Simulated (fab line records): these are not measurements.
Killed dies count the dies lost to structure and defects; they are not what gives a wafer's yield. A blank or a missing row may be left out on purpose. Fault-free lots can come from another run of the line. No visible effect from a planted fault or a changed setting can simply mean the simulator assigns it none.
fab line records / flow sky130
[record] lots = 13 wafers = 39 last_day = 50
route steps=708 shown CAPM@537 CAP2M@603 METAL5@664 PAD_OPEN@708
lots with no fault: from the same line, run without faults
start_h: hours from the record's opening day to when the first of the lot's shown wafers began / wait_h: hours elapsed since this lot's preceding step / " the same as in the row above / L1.1+2: a single row standing in for several wafers / - no value, or no start given / * or withheld: withheld / < > ~ a bound
route shown NAME@n: names a module that has steps shown in the file, with the first one's number in the route / usual: mean and standard deviation over wafers with no fault / same: alike in all rows / chamber/n: place in a boat / sites: readings site by site / _std_site: the values' standard deviation / _edge_site: the outer-site mean with the inner-site mean subtracted / radius_mm: for every site, how far away it sits from the centre of the wafer / mask NAME#n: copy n / behind: tool/chamber where the wafer was last shaped / hold: why the lot went on hold/how many hours it stayed there/how the hold came to an end / device: the transistor (n, p or np) that didn't switch / end of line: tests run on the same wafers once the route is complete / step lacking rows: just its recipe / killed: dies lost to structure and defects at the first sort, not the wafer's yield / map: dies across one wafer; x = killed, . = not, _ = none there
set.NAME: setting as actually run; set.NAME@STEP: the setting as run at that earlier step / model.NAME: the simulator's own value behind a step, which no gauge read
the route's steps for a sample of lots (tables are steps, rows are wafers)
services: a tool's chamber out of use, with start hour (start_h, from the record's first day; less than 0 if before it), hours out, and reason
[[steps]]
[step SKY_CAPM_CVD_00]
[recipe] material = SiO2 target_thk_nm = 15.5 temp_c = 400 time_s = withheld rf_w = 450
[usual] heater_power_w = 747/130
lot.wafer=L901.2 tool=pecvd-03 chamber=2 start_h=839.52 wait_h=0.0 heater_power_w=685
lot.wafer=L901.4 tool=pecvd-03 chamber=0 start_h=839.52 wait_h=0.0 heater_power_w=741
lot.wafer=L901.5 tool=pecvd-03 chamber=2 start_h=839.52 wait_h=0.0 heater_power_w=684
lot.wafer=L902.2 tool=pecvd-04 chamber=2 start_h=858.03 wait_h=0.0 heater_power_w=729
lot.wafer=L902.3 tool=pecvd-04 chamber=1 start_h=858.03 wait_h=0.0 heater_power_w=716
lot.wafer=L902.5 tool=pecvd-04 chamber=0 start_h=858.03 wait_h=0.0 heater_power_w=589
lot.wafer=L905.1 tool=pecvd-04 chamber=0 start_h=871.12 wait_h=0.0 heater_power_w=681
lot.wafer=L905.2 tool=pecvd-04 chamber=2 start_h=871.12 wait_h=0.0 heater_power_w=737
lot.wafer=L905.3 tool=pecvd-04 chamber=1 start_h=871.12 wait_h=0.0 heater_power_w=681
lot.wafer=L907.2 tool=pecvd-04 chamber=1 start_h=896.12 wait_h=0.0 heater_power_w=722
lot.wafer=L907.4 tool=pecvd-04 chamber=2 start_h=896.12 wait_h=0.0 heater_power_w=735
lot.wafer=L907.6 tool=pecvd-04 chamber=0 start_h=896.12 wait_h=0.0 heater_power_w=625
lot.wafer=L908.2 tool=pecvd-01 chamber=2 start_h=904.22 wait_h=0.0 heater_power_w=716
lot.wafer=L908.3 tool=pecvd-01 chamber=0 start_h=904.22 wait_h=0.0 heater_power_w=1136
lot.wafer=L908.4 tool=pecvd-01 chamber=0 start_h=904.22 wait_h=0.0 heater_power_w=1172
lot.wafer=L910.1 tool=pecvd-04 chamber=1 start_h=923.36 wait_h=0.0 heater_power_w=711
lot.wafer=L910.4 tool=pecvd-04 chamber=0 start_h=923.36 wait_h=0.0 heater_power_w=657
lot.wafer=L910.5 tool=pecvd-04 chamber=1 start_h=923.36 wait_h=0.0 heater_power_w=718
lot.wafer=L912.1 tool=pecvd-03 chamber=0 start_h=933.64 wait_h=0.0 heater_power_w=776
lot.wafer=L912.2 tool=pecvd-03 chamber=1 start_h=933.64 wait_h=0.0 heater_power_w=795
lot.wafer=L912.4 tool=pecvd-03 chamber=1 start_h=933.64 wait_h=0.0 heater_power_w=796
lot.wafer=L914.1 tool=pecvd-03 chamber=0 start_h=947.45 wait_h=0.0 heater_power_w=814
lot.wafer=L914.3 tool=pecvd-03 chamber=2 start_h=947.45 wait_h=0.0 heater_power_w=665
lot.wafer=L914.6 tool=pecvd-03 chamber=2 start_h=947.45 wait_h=0.0 heater_power_w=689
lot.wafer=L917.1 tool=pecvd-01 chamber=1 start_h=965.77 wait_h=0.0 heater_power_w=670
lot.wafer=L917.5 tool=pecvd-01 chamber=2 start_h=965.77 wait_h=0.0 heater_power_w=662
lot.wafer=L917.6 tool=pecvd-01 chamber=0 start_h=965.77 wait_h=0.0 heater_power_w=1115
lot.wafer=L918.2 tool=pecvd-04 chamber=0 start_h=968.63 wait_h=0.0 heater_power_w=652
lot.wafer=L918.4 tool=pecvd-04 chamber=0 start_h=968.63 wait_h=0.0 heater_power_w=667
lot.wafer=L918.6 tool=pecvd-04 chamber=0 start_h=968.63 wait_h=0.0 heater_power_w=662
lot.wafer=L919.1 tool=pecvd-03 chamber=0 start_h=980.41 wait_h=0.0 heater_power_w=632
lot.wafer=L919.4 tool=pecvd-03 chamber=2 start_h=980.41 wait_h=0.0 heater_power_w=718
lot.wafer=L919.5 tool=pecvd-03 chamber=1 start_h=980.41 wait_h=0.0 heater_power_w=810
lot.wafer=L923.1 tool=pecvd-04 chamber=0 start_h=1000.10 wait_h=0.0 heater_power_w=573
lot.wafer=L923.4 tool=pecvd-04 chamber=1 start_h=1000.10 wait_h=0.0 heater_power_w=687
lot.wafer=L923.6 tool=pecvd-04 chamber=0 start_h=1000.10 wait_h=0.0 heater_power_w=585
lot.wafer=L924.2 tool=pecvd-04 chamber=0 start_h=1003.92 wait_h=0.0 heater_power_w=657
lot.wafer=L924.5 tool=pecvd-04 chamber=1 start_h=1003.92 wait_h=0.0 heater_power_w=608
lot.wafer=L924.6 tool=pecvd-04 chamber=0 start_h=1003.92 wait_h=0.0 heater_power_w=659
[step SKY_CAPM_OVL_MEAS_12]
[usual] CAPM_OVL = -0.4/1.4
lot.wafer=L901.2 tool=overlay-01 chamber=- start_h=864.78 wait_h=0.1 CAPM_OVL[nm]=1.6
lot.wafer=L901.4 tool=overlay-01 chamber=- start_h=864.78 wait_h=0.1 CAPM_OVL[nm]=0.3
lot.wafer=L901.5 tool=overlay-01 chamber=- start_h=864.78 wait_h=0.1 CAPM_OVL[nm]=2.1
lot.wafer=L902.2 tool=overlay-01 chamber=- start_h=884.33 wait_h=0.1 CAPM_OVL[nm]=1.2
lot.wafer=L902.3 tool=overlay-01 chamber=- start_h=884.33 wait_h=0.1 CAPM_OVL[nm]=1.0
lot.wafer=L902.5 tool=overlay-01 chamber=- start_h=884.33 wait_h=0.1 CAPM_OVL[nm]=0.6
lot.wafer=L905.1 tool=overlay-02 chamber=- start_h=896.32 wait_h=0.1 CAPM_OVL[nm]=-2.2
lot.wafer=L905.2 tool=overlay-02 chamber=- start_h=896.32 wait_h=0.1 CAPM_OVL[nm]=-1.9
lot.wafer=L905.3 tool=overlay-02 chamber=- start_h=896.32 wait_h=0.1 CAPM_OVL[nm]=-0.5
lot.wafer=L907.2 tool=overlay-02 chamber=- start_h=921.90 wait_h=0.1 CAPM_OVL[nm]=0.2
lot.wafer=L907.4 tool=overlay-02 chamber=- start_h=921.90 wait_h=0.1 CAPM_OVL[nm]=-1.6
lot.wafer=L907.6 tool=overlay-02 chamber=- start_h=921.90 wait_h=0.1 CAPM_OVL[nm]=-3.9
lot.wafer=L908.2 tool=overlay-02 chamber=- start_h=929.63 wait_h=0.1 CAPM_OVL[nm]=-0.3
lot.wafer=L908.3 tool=overlay-02 chamber=- start_h=929.63 wait_h=0.1 CAPM_OVL[nm]=1.5
lot.wafer=L908.4 tool=overlay-02 chamber=- start_h=929.63 wait_h=0.1 CAPM_OVL[nm]=0.9
lot.wafer=L910.1 tool=overlay-02 chamber=- start_h=948.59 wait_h=0.1 CAPM_OVL[nm]=-0.9
lot.wafer=L910.4 tool=overlay-02 chamber=- start_h=948.59 wait_h=0.1 CAPM_OVL[nm]=-0.5
lot.wafer=L910.5 tool=overlay-02 chamber=- start_h=948.59 wait_h=0.1 CAPM_OVL[nm]=-1.9
lot.wafer=L912.1 tool=overlay-01 chamber=- start_h=957.77 wait_h=0.1 CAPM_OVL[nm]=-1.2
lot.wafer=L912.2 tool=overlay-01 chamber=- start_h=957.77 wait_h=0.1 CAPM_OVL[nm]=0.1
lot.wafer=L912.4 tool=overlay-01 chamber=- start_h=957.77 wait_h=0.1 CAPM_OVL[nm]=-3.2
lot.wafer=L914.1 tool=overlay-02 chamber=- start_h=972.29 wait_h=0.1 CAPM_OVL[nm]=-1.5
lot.wafer=L914.3 tool=overlay-02 chamber=- start_h=972.29 wait_h=0.1 CAPM_OVL[nm]=-1.0
lot.wafer=L914.6 tool=overlay-02 chamber=- start_h=972.29 wait_h=0.1 CAPM_OVL[nm]=-1.3
lot.wafer=L917.1 tool=overlay-02 chamber=- start_h=989.65 wait_h=0.1 CAPM_OVL[nm]=1.0
lot.wafer=L917.5 tool=overlay-02 chamber=- start_h=989.65 wait_h=0.1 CAPM_OVL[nm]=-0.1
lot.wafer=L917.6 tool=overlay-02 chamber=- start_h=989.65 wait_h=0.1 CAPM_OVL[nm]=-0.3
lot.wafer=L918.2 tool=overlay-01 chamber=- start_h=992.76 wait_h=0.1 CAPM_OVL[nm]=-0.2
lot.wafer=L918.4 tool=overlay-01 chamber=- start_h=992.76 wait_h=0.1 CAPM_OVL[nm]=-0.6
lot.wafer=L918.6 tool=overlay-01 chamber=- start_h=992.76 wait_h=0.1 CAPM_OVL[nm]=1.8
lot.wafer=L919.1 tool=overlay-02 chamber=- start_h=1004.67 wait_h=0.1 CAPM_OVL[nm]=-1.2
lot.wafer=L919.4 tool=overlay-02 chamber=- start_h=1004.67 wait_h=0.1 CAPM_OVL[nm]=-1.1
lot.wafer=L919.5 tool=overlay-02 chamber=- start_h=1004.67 wait_h=0.1 CAPM_OVL[nm]=-1.1
lot.wafer=L923.1 tool=overlay-02 chamber=- start_h=1023.12 wait_h=0.1 CAPM_OVL[nm]=-1.4
lot.wafer=L923.4 tool=overlay-02 chamber=- start_h=1023.12 wait_h=0.1 CAPM_OVL[nm]=-1.4
lot.wafer=L923.6 tool=overlay-02 chamber=- start_h=1023.12 wait_h=0.1 CAPM_OVL[nm]=-1.0
lot.wafer=L924.2 tool=overlay-02 chamber=- start_h=1027.15 wait_h=0.1 CAPM_OVL[nm]=-0.7
lot.wafer=L924.5 tool=overlay-02 chamber=- start_h=1027.15 wait_h=0.1 CAPM_OVL[nm]=-2.8
lot.wafer=L924.6 tool=overlay-02 chamber=- start_h=1027.15 wait_h=0.1 CAPM_OVL[nm]=-0.4
[step SKY_CAP2M_CVD_00]
[recipe] material = SiO2 target_thk_nm = 15.5 temp_c = 400 time_s = withheld rf_w = 450
[usual] heater_power_w = 709/71
lot.wafer=L901.2 tool=pecvd-04 chamber=1 start_h=920.09 wait_h=0.0 heater_power_w=595
lot.wafer=L901.4 tool=pecvd-04 chamber=2 start_h=920.09 wait_h=0.0 heater_power_w=694
lot.wafer=L901.5 tool=pecvd-04 chamber=0 start_h=920.09 wait_h=0.0 heater_power_w=623
lot.wafer=L902.2 tool=pecvd-03 chamber=0 start_h=939.53 wait_h=0.0 heater_power_w=787
lot.wafer=L902.3 tool=pecvd-03 chamber=1 start_h=939.53 wait_h=0.0 heater_power_w=802
lot.wafer=L902.5 tool=pecvd-03 chamber=2 start_h=939.53 wait_h=0.0 heater_power_w=672
lot.wafer=L905.1 tool=pecvd-04 chamber=0 start_h=950.61 wait_h=0.0 heater_power_w=711
lot.wafer=L905.2 tool=pecvd-04 chamber=2 start_h=950.61 wait_h=0.0 heater_power_w=680
lot.wafer=L905.3 tool=pecvd-04 chamber=1 start_h=950.61 wait_h=0.0 heater_power_w=679
lot.wafer=L907.2 tool=pecvd-03 chamber=0 start_h=975.55 wait_h=0.0 heater_power_w=789
lot.wafer=L907.4 tool=pecvd-03 chamber=2 start_h=975.55 wait_h=0.0 heater_power_w=687
lot.wafer=L907.6 tool=pecvd-03 chamber=0 start_h=975.55 wait_h=0.0 heater_power_w=767
lot.wafer=L908.2 tool=pecvd-04 chamber=0 start_h=983.06 wait_h=0.0 heater_power_w=592
lot.wafer=L908.3 tool=pecvd-04 chamber=0 start_h=983.06 wait_h=0.0 heater_power_w=592
lot.wafer=L908.4 tool=pecvd-04 chamber=2 start_h=983.06 wait_h=0.0 heater_power_w=762
lot.wafer=L910.1 tool=pecvd-03 chamber=0 start_h=1000.42 wait_h=0.0 heater_power_w=769
lot.wafer=L910.4 tool=pecvd-03 chamber=2 start_h=1000.42 wait_h=0.0 heater_power_w=690
lot.wafer=L910.5 tool=pecvd-03 chamber=1 start_h=1000.42 wait_h=0.0 heater_power_w=685
lot.wafer=L912.1 tool=pecvd-04 chamber=0 start_h=1008.98 wait_h=0.0 heater_power_w=611
lot.wafer=L912.2 tool=pecvd-04 chamber=1 start_h=1008.98 wait_h=0.0 heater_power_w=681
lot.wafer=L912.4 tool=pecvd-04 chamber=2 start_h=1008.98 wait_h=0.0 heater_power_w=743
lot.wafer=L914.1 tool=pecvd-02 chamber=0 start_h=1022.52 wait_h=0.0 heater_power_w=625
lot.wafer=L914.3 tool=pecvd-02 chamber=1 start_h=1022.52 wait_h=0.0 heater_power_w=917
lot.wafer=L914.6 tool=pecvd-02 chamber=0 start_h=1022.52 wait_h=0.0 heater_power_w=631
lot.wafer=L917.1 tool=pecvd-03 chamber=1 start_h=1040.43 wait_h=0.0 heater_power_w=701
lot.wafer=L917.5 tool=pecvd-03 chamber=2 start_h=1040.43 wait_h=0.0 heater_power_w=674
lot.wafer=L917.6 tool=pecvd-03 chamber=1 start_h=1040.43 wait_h=0.0 heater_power_w=717
lot.wafer=L918.2 tool=pecvd-03 chamber=0 start_h=1042.83 wait_h=0.0 heater_power_w=783
lot.wafer=L918.4 tool=pecvd-03 chamber=0 start_h=1042.83 wait_h=0.0 heater_power_w=796
lot.wafer=L918.6 tool=pecvd-03 chamber=1 start_h=1042.83 wait_h=0.0 heater_power_w=807
lot.wafer=L919.1 tool=pecvd-04 chamber=2 start_h=1054.26 wait_h=0.0 heater_power_w=747
lot.wafer=L919.4 tool=pecvd-04 chamber=1 start_h=1054.26 wait_h=0.0 heater_power_w=693
lot.wafer=L919.5 tool=pecvd-04 chamber=0 start_h=1054.26 wait_h=0.0 heater_power_w=642
lot.wafer=L923.1 tool=pecvd-03 chamber=0 start_h=1070.69 wait_h=0.0 heater_power_w=726
lot.wafer=L923.4 tool=pecvd-03 chamber=2 start_h=1070.69 wait_h=0.0 heater_power_w=663
lot.wafer=L923.6 tool=pecvd-03 chamber=0 start_h=1070.69 wait_h=0.0 heater_power_w=733
lot.wafer=L924.2 tool=pecvd-04 chamber=2 start_h=1074.28 wait_h=0.0 heater_power_w=774
lot.wafer=L924.5 tool=pecvd-04 chamber=2 start_h=1074.28 wait_h=0.0 heater_power_w=768
lot.wafer=L924.6 tool=pecvd-04 chamber=0 start_h=1074.28 wait_h=0.0 heater_power_w=599
[step SKY_METAL5_SPUTTER_03]
[recipe] material = Ti target_thk_nm = 5 power_w = 3000 time_s = 3.3 chamber_pressure_pa = 0.4086
[usual] throttle_valve_pct = 30.1/1
lot.wafer=L901.2 tool=pvd_sputter-01 chamber=- start_h=996.18 wait_h=0.0 throttle_valve_pct=30.7
lot.wafer=L901.4 tool=pvd_sputter-01 chamber=- start_h=996.18 wait_h=0.0 throttle_valve_pct=31.6
lot.wafer=L901.5 tool=pvd_sputter-01 chamber=- start_h=996.18 wait_h=0.0 throttle_valve_pct=31.7
lot.wafer=L902.2 tool=pvd_sputter-04 chamber=- start_h=1015.03 wait_h=0.0 throttle_valve_pct=31.1
lot.wafer=L902.3 tool=pvd_sputter-04 chamber=- start_h=1015.03 wait_h=0.0 throttle_valve_pct=30.7
lot.wafer=L902.5 tool=pvd_sputter-04 chamber=- start_h=1015.03 wait_h=0.0 throttle_valve_pct=30.0
lot.wafer=L905.1 tool=pvd_sputter-04 chamber=- start_h=1024.97 wait_h=0.0 throttle_valve_pct=31.2
lot.wafer=L905.2 tool=pvd_sputter-04 chamber=- start_h=1024.97 wait_h=0.0 throttle_valve_pct=30.4
lot.wafer=L905.3 tool=pvd_sputter-04 chamber=- start_h=1024.97 wait_h=0.0 throttle_valve_pct=31.2
lot.wafer=L907.2 tool=pvd_sputter-01 chamber=- start_h=1048.41 wait_h=0.0 throttle_valve_pct=30.9
lot.wafer=L907.4 tool=pvd_sputter-01 chamber=- start_h=1048.41 wait_h=0.0 throttle_valve_pct=30.4
lot.wafer=L907.6 tool=pvd_sputter-01 chamber=- start_h=1048.41 wait_h=0.0 throttle_valve_pct=29.1
lot.wafer=L908.2 tool=pvd_sputter-04 chamber=- start_h=1055.00 wait_h=0.0 throttle_valve_pct=30.9
lot.wafer=L908.3 tool=pvd_sputter-04 chamber=- start_h=1055.00 wait_h=0.0 throttle_valve_pct=30.8
lot.wafer=L908.4 tool=pvd_sputter-04 chamber=- start_h=1055.00 wait_h=0.0 throttle_valve_pct=31.1
lot.wafer=L910.1 tool=pvd_sputter-02 chamber=- start_h=1070.56 wait_h=0.0 throttle_valve_pct=30.5
lot.wafer=L910.4 tool=pvd_sputter-02 chamber=- start_h=1070.56 wait_h=0.0 throttle_valve_pct=29.3
lot.wafer=L910.5 tool=pvd_sputter-02 chamber=- start_h=1070.56 wait_h=0.0 throttle_valve_pct=30.4
lot.wafer=L912.1 tool=pvd_sputter-04 chamber=- start_h=1078.86 wait_h=0.0 throttle_valve_pct=31.2
lot.wafer=L912.2 tool=pvd_sputter-04 chamber=- start_h=1078.86 wait_h=0.0 throttle_valve_pct=30.7
lot.wafer=L912.4 tool=pvd_sputter-04 chamber=- start_h=1078.86 wait_h=0.0 throttle_valve_pct=30.5
lot.wafer=L914.1 tool=pvd_sputter-02 chamber=- start_h=1090.75 wait_h=0.0 throttle_valve_pct=29.1
lot.wafer=L914.3 tool=pvd_sputter-02 chamber=- start_h=1090.75 wait_h=0.0 throttle_valve_pct=29.5
lot.wafer=L914.6 tool=pvd_sputter-02 chamber=- start_h=1090.75 wait_h=0.0 throttle_valve_pct=29.7
lot.wafer=L917.1 tool=pvd_sputter-02 chamber=- start_h=1105.96 wait_h=0.0 throttle_valve_pct=29.4
lot.wafer=L917.5 tool=pvd_sputter-02 chamber=- start_h=1105.96 wait_h=0.0 throttle_valve_pct=28.1
lot.wafer=L917.6 tool=pvd_sputter-02 chamber=- start_h=1105.96 wait_h=0.0 throttle_valve_pct=29.4
lot.wafer=L918.2 tool=pvd_sputter-01 chamber=- start_h=1108.56 wait_h=0.0 throttle_valve_pct=30.8
lot.wafer=L918.4 tool=pvd_sputter-01 chamber=- start_h=1108.56 wait_h=0.0 throttle_valve_pct=29.2
lot.wafer=L918.6 tool=pvd_sputter-01 chamber=- start_h=1108.56 wait_h=0.0 throttle_valve_pct=30.1
lot.wafer=L919.1 tool=pvd_sputter-01 chamber=- start_h=1119.65 wait_h=0.0 throttle_valve_pct=30.9
lot.wafer=L919.4 tool=pvd_sputter-01 chamber=- start_h=1119.65 wait_h=0.0 throttle_valve_pct=28.8
lot.wafer=L919.5 tool=pvd_sputter-01 chamber=- start_h=1119.65 wait_h=0.0 throttle_valve_pct=30.7
lot.wafer=L923.1 tool=pvd_sputter-01 chamber=- start_h=1134.97 wait_h=0.0 throttle_valve_pct=31.7
lot.wafer=L923.4 tool=pvd_sputter-01 chamber=- start_h=1134.97 wait_h=0.0 throttle_valve_pct=30.2
lot.wafer=L923.6 tool=pvd_sputter-01 chamber=- start_h=1134.97 wait_h=0.0 throttle_valve_pct=30.4
lot.wafer=L924.2 tool=pvd_sputter-02 chamber=- start_h=1136.58 wait_h=0.0 throttle_valve_pct=28.1
lot.wafer=L924.5 tool=pvd_sputter-02 chamber=- start_h=1136.58 wait_h=0.0 throttle_valve_pct=29.5
lot.wafer=L924.6 tool=pvd_sputter-02 chamber=- start_h=1136.58 wait_h=0.0 throttle_valve_pct=27.7
[step SKY_PAD_OPEN_PROBE_99]
[usual] defect_limited_yield = 82.6/1.9 killed_at_M0_to_M3 = 43/6.5 killed_at_M4_up = 3.2/1.8 killed_at_contacts = 24/5 killed_at_front_end = 15/4.1 killed_at_other = 0.3/0.54 killed_dies = 85/9.3 killed_open = 47/7.2 killed_short = 39/5.9 sort_bin_3_pad_short = 0.9/0.4 sort_bin_5_function = 10.3/1.5 sort_bin_6_memory = 6.2/1.2 sort_n_pass = 407/9.3 sort_yield_pct = 82.6/1.9
[same] gross_dies = 492 killed_at_back_side = 0 sort_bin_4_leakage[%] = 0 sort_bin_8_speed[%] = 0
lot.wafer=L917.1 tool=prober-02 chamber=- start_h=1165.71 wait_h=0.1 defect_limited_yield[%]=80.3 killed_at_M0_to_M3=44 killed_at_M4_up=4 killed_at_contacts=28 killed_at_front_end=21 killed_at_other=0 killed_dies=97 killed_open=60 killed_short=37 sort_bin_3_pad_short[%]=0.6 sort_bin_5_function[%]=11.8 sort_bin_6_memory[%]=7.3 sort_n_pass=395 sort_yield_pct[%]=80.3
lot.wafer=L917.5 tool=prober-02 chamber=- start_h=1165.91 wait_h=0.2 defect_limited_yield[%]=81.1 killed_at_M0_to_M3=49 killed_at_M4_up=2 killed_at_contacts=27 killed_at_front_end=15 killed_at_other=0 killed_dies=93 killed_open=46 killed_short=47 sort_bin_3_pad_short[%]=1.6 sort_bin_5_function[%]=12.4 sort_bin_6_memory[%]=4.9 sort_n_pass=399 sort_yield_pct[%]=81.1
lot.wafer=L917.6 tool=prober-02 chamber=- start_h=1165.96 wait_h=0.2 defect_limited_yield[%]=79.1 killed_at_M0_to_M3=59 killed_at_M4_up=3 killed_at_contacts=24 killed_at_front_end=17 killed_at_other=0 killed_dies=103 killed_open=62 killed_short=41 sort_bin_3_pad_short[%]=1.2 sort_bin_5_function[%]=12.4 sort_bin_6_memory[%]=7.3 sort_n_pass=389 sort_yield_pct[%]=79.1
lot.wafer=L923.1 tool=prober-02 chamber=- start_h=1189.29 wait_h=0.1 defect_limited_yield[%]=75.0 killed_at_M0_to_M3=38 killed_at_M4_up=1 killed_at_contacts=24 killed_at_front_end=13 killed_at_other=47 killed_dies=123 killed_open=40 killed_short=36 sort_bin_3_pad_short[%]=2.6 sort_bin_5_function[%]=13.4 sort_bin_6_memory[%]=8.9 sort_n_pass=369 sort_yield_pct[%]=75.0
lot.wafer=L923.4 tool=prober-02 chamber=- start_h=1189.44 wait_h=0.2 defect_limited_yield[%]=75.8 killed_at_M0_to_M3=42 killed_at_M4_up=1 killed_at_contacts=17 killed_at_front_end=21 killed_at_other=38 killed_dies=119 killed_open=44 killed_short=38 sort_bin_3_pad_short[%]=2.4 sort_bin_5_function[%]=13.0 sort_bin_6_memory[%]=8.7 sort_n_pass=373 sort_yield_pct[%]=75.8
lot.wafer=L923.6 tool=prober-02 chamber=- start_h=1189.54 wait_h=0.2 defect_limited_yield[%]=74.0 killed_at_M0_to_M3=48 killed_at_M4_up=4 killed_at_contacts=15 killed_at_front_end=16 killed_at_other=45 killed_dies=128 killed_open=39 killed_short=44 sort_bin_3_pad_short[%]=2.2 sort_bin_5_function[%]=16.5 sort_bin_6_memory[%]=7.3 sort_n_pass=364 sort_yield_pct[%]=74.0
lot.wafer=L924.2 tool=prober-02 chamber=- start_h=1191.72 wait_h=0.1 defect_limited_yield[%]=75.8 killed_at_M0_to_M3=39 killed_at_M4_up=2 killed_at_contacts=24 killed_at_front_end=11 killed_at_other=43 killed_dies=119 killed_open=42 killed_short=34 sort_bin_3_pad_short[%]=3.0 sort_bin_5_function[%]=14.2 sort_bin_6_memory[%]=6.9 sort_n_pass=373 sort_yield_pct[%]=75.8
lot.wafer=L924.5 tool=prober-02 chamber=- start_h=1191.87 wait_h=0.2 defect_limited_yield[%]=76.2 killed_at_M0_to_M3=39 killed_at_M4_up=2 killed_at_contacts=21 killed_at_front_end=15 killed_at_other=40 killed_dies=117 killed_open=39 killed_short=38 sort_bin_3_pad_short[%]=1.8 sort_bin_5_function[%]=17.1 sort_bin_6_memory[%]=4.9 sort_n_pass=375 sort_yield_pct[%]=76.2
lot.wafer=L924.6 tool=prober-02 chamber=- start_h=1191.92 wait_h=0.2 defect_limited_yield[%]=75.2 killed_at_M0_to_M3=44 killed_at_M4_up=3 killed_at_contacts=20 killed_at_front_end=10 killed_at_other=45 killed_dies=122 killed_open=38 killed_short=39 sort_bin_3_pad_short[%]=2.2 sort_bin_5_function[%]=14.2 sort_bin_6_memory[%]=8.3 sort_n_pass=370 sort_yield_pct[%]=75.2
// killed by level:class
L917.1 CONTACT:geometric_particle:open=11 VIA3:geometric_particle:open=10 LI_CONTACT:geometric_particle:open=8 VIA1:geometric_particle:open=8 CONTACT:geometric_particle:short=6 FIELD_ISO:geometric_particle:short=5 METAL1:geometric_particle:short=5 VIA2:geometric_particle:open=5
L917.5 CONTACT:geometric_particle:open=14 METAL2:geometric_particle:short=9 VIA1:geometric_particle:open=7 METAL1:geometric_particle:short=6 METAL3:geometric_particle:short=6 VIA2:geometric_particle:open=5 CONTACT:geometric_particle:short=5 FIELD_ISO:geometric_particle:open=4
L917.6 VIA1:geometric_particle:open=14 CONTACT:geometric_particle:open=10 VIA3:geometric_particle:open=9 VIA2:geometric_particle:open=7 METAL1:geometric_particle:short=7 VIA1:geometric_particle:short=7 METAL2:geometric_particle:short=7 FIELD_ISO:geometric_particle:open=6
L923.1 CAPM:unspecified=46 VIA1:geometric_particle:open=13 CONTACT:geometric_particle:open=9 LOCAL_INTERCONNECT:geometric_particle:short=7 POLY_GATE:geometric_particle:short=4 VIA1:geometric_particle:short=4 METAL2:geometric_particle:short=4 FIELD_ISO:geometric_particle:short=3
L923.4 CAPM:unspecified=37 VIA1:geometric_particle:open=13 CONTACT:geometric_particle:open=9 METAL2:geometric_particle:short=7 POLY_GATE:geometric_particle:open=5 POLY_GATE:geometric_particle:short=5 VIA2:geometric_particle:short=5 VIA2:geometric_particle:open=5
L923.6 CAPM:unspecified=45 VIA1:geometric_particle:open=15 FIELD_ISO:geometric_particle:short=6 VIA1:geometric_particle:short=6 CONTACT:geometric_particle:open=6 METAL1:geometric_particle:short=5 METAL2:geometric_particle:short=5 FIELD_ISO:geometric_particle:open=4
L924.2 CAPM:unspecified=42 VIA1:geometric_particle:open=11 LOCAL_INTERCONNECT:geometric_particle:short=9 CONTACT:geometric_particle:open=7 VIA2:geometric_particle:open=7 FIELD_ISO:geometric_particle:open=5 VIA1:geometric_particle:short=5 VIA3:geometric_particle:open=4
L924.5 CAPM:unspecified=40 VIA1:geometric_particle:open=11 VIA2:geometric_particle:open=6 LI_CONTACT:geometric_particle:short=5 LI_CONTACT:geometric_particle:open=5 FIELD_ISO:geometric_particle:open=4 FIELD_ISO:geometric_particle:short=4 CONTACT:geometric_particle:open=4
L924.6 CAPM:unspecified=45 VIA1:geometric_particle:open=10 METAL1:geometric_particle:short=9 LI_CONTACT:geometric_particle:open=6 CONTACT:geometric_particle:open=6 VIA1:geometric_particle:short=5 VIA3:geometric_particle:open=5 CONTACT:geometric_particle:short=4
[[services]]
tool=pvd_sputter-04 chamber=- start_h=816.75 hours=6.7 kind=repair
tool=pecvd-04 chamber=1 start_h=818.12 hours=- kind=clean
tool=pecvd-04 chamber=1 start_h=818.12 hours=- kind=consumable_replace:showerhead
tool=pecvd-04 chamber=1 start_h=818.12 hours=29.0 kind=scheduled_down
tool=pecvd-04 chamber=- start_h=821.45 hours=2.6 kind=repair
tool=pecvd-02 chamber=- start_h=846.06 hours=0.6 kind=repair
tool=pecvd-04 chamber=- start_h=854.37 hours=0.8 kind=repair
tool=pecvd-01 chamber=- start_h=877.35 hours=1.2 kind=repair
tool=pecvd-04 chamber=- start_h=884.39 hours=2.8 kind=repair
tool=pecvd-01 chamber=- start_h=912.68 hours=28.1 kind=pm
tool=pecvd-03 chamber=2 start_h=920.60 hours=18.5 kind=repair
tool=pvd_sputter-02 chamber=- start_h=929.54 hours=5.4 kind=repair
tool=pvd_sputter-01 chamber=- start_h=930.89 hours=0.5 kind=repair
tool=pecvd-04 chamber=- start_h=955.46 hours=0.8 kind=repair
tool=pecvd-04 chamber=1 start_h=955.66 hours=24.8 kind=repair
tool=pecvd-02 chamber=- start_h=961.69 hours=14.6 kind=pm
tool=pvd_sputter-04 chamber=- start_h=1001.93 hours=8.5 kind=repair
tool=pvd_sputter-02 chamber=- start_h=1011.57 hours=13.5 kind=repair
tool=pvd_sputter-04 chamber=- start_h=1049.64 hours=4.0 kind=repair
tool=pecvd-01 chamber=0 start_h=1055.69 hours=12.5 kind=repair
tool=pecvd-04 chamber=1 start_h=1057.11 hours=21.1 kind=repair
tool=pvd_sputter-01 chamber=- start_h=1094.35 hours=1.6 kind=repair
tool=pecvd-02 chamber=2 start_h=1118.88 hours=9.1 kind=repair
tool=pecvd-01 chamber=1 start_h=1120.90 hours=1.9 kind=repair
[[key]]
[first_sign] step = SKY_PAD_OPEN_PROBE_99 reading = killed_at_other direction = up sigmas = 43 usual = 0.3 struck = 43
[effect] step = SKY_PAD_OPEN_PROBE_99 reading = defect_limited_yield direction = down sigmas = 3.9 usual = 82.6 struck = 75.3
met_at SKY_CAPM_CVD_00
struck_lots L923,L924
not_acting_at SKY_CAPM_OVL_MEAS_12,SKY_CAP2M_CVD_00,SKY_METAL5_SPUTTER_03
onset_between 968.63 1000.10
also_fits time
[fault] kind = chamber_particle_source tool = pecvd-04 chamber = - onset_h = 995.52 steps = SKY_CAPM_CVD_00 rate_per_visit_cm2 = 0.46262 end_h = 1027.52
